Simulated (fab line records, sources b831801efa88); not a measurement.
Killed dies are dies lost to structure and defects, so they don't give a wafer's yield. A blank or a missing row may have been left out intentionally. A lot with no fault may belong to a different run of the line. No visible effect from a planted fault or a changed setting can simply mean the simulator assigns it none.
Split-lot study | flow sky130 | 23 wafers read from 5 lots, route of 708 steps

## ON THE SPLIT
At SKY_VIA4_CVD_18 (deposits W, target thk 505 nm, time 152.14 s), the setting pressure torr was moved away from the recipe's 40 Torr on 15 of the 23 wafers read, by -10.2% to +14.5%. For the rest of the wafers, this setting stayed at what the recipe calls for.

## FROM SPLIT TO READING: 1 step shown by the file between the two
- SKY_VIA4_RS_MEAS_19: measures by four-point-probe

## THE READING
VIA4_W_THK, in nm, at SKY_VIA4_THK_MEAS_20 (measures by xrf). A value of 489 nm with a standard deviation of 3.9 nm is what fault-free wafers of this fab line usually give.

wafer  | tool, chamber at the split | pressure torr as run, Torr | against the recipe | VIA4_W_THK, nm | against lot-mates on the recipe
L074.1 | cvd w-01, 1                | 45.8                       | +14.5%             | 531            | no lot-mate on the recipe
L074.2 | cvd w-01, 1                | 45.8                       | +14.5%             | 516            | no lot-mate on the recipe
L074.3 | cvd w-01, 1                | 45.8                       | +14.5%             | 530            | no lot-mate on the recipe
L074.4 | cvd w-01, 1                | 45.8                       | +14.5%             | 522            | no lot-mate on the recipe
L074.5 | cvd w-01, 1                | 45.8                       | +14.5%             | 527            | no lot-mate on the recipe
L075.1 | cvd w-02, 1                | 40                         | recipe             | 489            | -
L075.4 | cvd w-02, 1                | 40                         | recipe             | 492            | -
L075.5 | cvd w-02, 1                | 40                         | recipe             | 487            | -
L077.1 | cvd w-01, 1                | 43.75                      | +9.4%              | 514            | no lot-mate on the recipe
L077.2 | cvd w-01, 1                | 43.75                      | +9.4%              | 509            | no lot-mate on the recipe
L077.4 | cvd w-01, 1                | 43.75                      | +9.4%              | 515            | no lot-mate on the recipe
L077.5 | cvd w-01, 1                | 43.75                      | +9.4%              | 511            | no lot-mate on the recipe
L077.6 | cvd w-01, 1                | 43.75                      | +9.4%              | 510            | no lot-mate on the recipe
L080.2 | cvd w-02, 1                | 35.91                      | -10.2%             | 467            | no lot-mate on the recipe
L080.3 | cvd w-02, 0                | 35.91                      | -10.2%             | 469            | no lot-mate on the recipe
L080.4 | cvd w-02, 1                | 35.91                      | -10.2%             | 470            | no lot-mate on the recipe
L080.5 | cvd w-02, 0                | 35.91                      | -10.2%             | 465            | no lot-mate on the recipe
L080.6 | cvd w-02, 1                | 35.91                      | -10.2%             | 470            | no lot-mate on the recipe
L084.1 | cvd w-02, 1                | 40                         | recipe             | 484            | -
L084.2 | cvd w-02, 0                | 40                         | recipe             | 488            | -
L084.3 | cvd w-02, 0                | 40                         | recipe             | 488            | -
L084.5 | cvd w-02, 0                | 40                         | recipe             | 489            | -
L084.6 | cvd w-02, 1                | 40                         | recipe             | 484            | -

FIT RESULTS
A straight line over all 23 wafers: VIA4_W_THK changes by +2.33 nm for each +1% of pressure torr; r = +0.98; the points scatter about the line by 3.9 nm.
Too few moved wafers with a lot-mate on the recipe to fit a line net of each lot's own level.

## THE WHOLE CHAIN: every reading that the file lists as answering this split, in the file's order
step                 | what it does                                 | reading                                                                  | change (the file's fit)              | r (the file's)
SKY_VIA4_CVD_18      | deposits W, target thk 505 nm, time 152.14 s | W_of_VIA4_CVD_18.thk nm (the simulator's own value, which no gauge read) | +2.41 nm for each +1% of the setting | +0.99
SKY_VIA4_RS_MEAS_19  | measures by four-point-probe                 | VIA4_W_RS                                                                | -0.00109 for each +1% of the setting | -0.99
SKY_VIA4_THK_MEAS_20 | measures by xrf                              | VIA4_W_THK                                                               | +2.33 for each +1% of the setting    | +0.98

## FILE'S OWN FIT
VIA4_W_THK changes by +2.33 nm for each +1% of pressure torr, r = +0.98.
